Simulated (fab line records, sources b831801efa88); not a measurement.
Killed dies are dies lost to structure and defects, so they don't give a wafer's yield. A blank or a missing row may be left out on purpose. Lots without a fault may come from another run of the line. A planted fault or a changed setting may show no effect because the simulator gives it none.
Chamber matching | flow gf180mcu | GF_V5_CMP_26 on cmp-02: 4 sister chambers
The step polishes, stops on SiO2, t overpolish 15 s, target thk 0 nm. 8 wafers are shown with their chamber, then 9 later ones without.

WAFERS WITH THEIR CHAMBER
wafer  | chamber | motor_current_A (A) | time_to_endpoint_s (s)
L087.5 | 1       | 12.3                | 86
L089.1 | 2       | 10.3                | 86
L089.5 | 3       | 11.0                | 81
L090.3 | 2       | 10.4                | 88
L090.6 | 0       | 9.7                 | 83
L092.1 | 0       | 9.7                 | 85
L092.2 | 3       | 10.8                | 87
L092.3 | 1       | 11.9                | 89

WAFERS WITHOUT THEIR CHAMBER
wafer  | motor_current_A (A) | time_to_endpoint_s (s)
L094.2 | 12.5                | 91
L094.4 | 10.4                | 88
L094.5 | 10.3                | 87
L095.2 | 10.7                | 86
L095.3 | 9.7                 | 85
L095.4 | 10.5                | 88
L096.2 | 12.0                | 91
L096.3 | 10.5                | 94
L096.4 | 10.7                | 93

WHICH CHAMBER EACH WENT THROUGH
wafer  | from the rows above     | in truth
L094.2 | 1                       | 1
L094.4 | 2                       | 2
L094.5 | 2                       | 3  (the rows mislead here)
L095.2 | can't be placed: 3 or 2 | 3
L095.3 | 0                       | 0
L095.4 | can't be placed: 2 or 3 | 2
L096.2 | 1                       | 1
L096.3 | can't be placed: 2 or 3 | 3
L096.4 | can't be placed: 2 or 3 | 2
Placed correctly: 4 of 9. Can't be placed from these rows: 4 (the true chamber is among the candidates in 4). Placed wrongly: 1.
How it was worked out, from the rows above alone: a wafer's distance from a chamber is the root of the sum, over the readings, of the square of ((its reading less the chamber's mean) divided by the reading's scatter). The wafer belongs to the nearest chamber; if the next one is less than 2 further off, it can't be placed. A chamber's mean is the mean of its shown wafers. The scatter: the root of (the sum of the squares of (reading less its chamber's mean) over the shown wafers, divided by (wafers less chambers)).
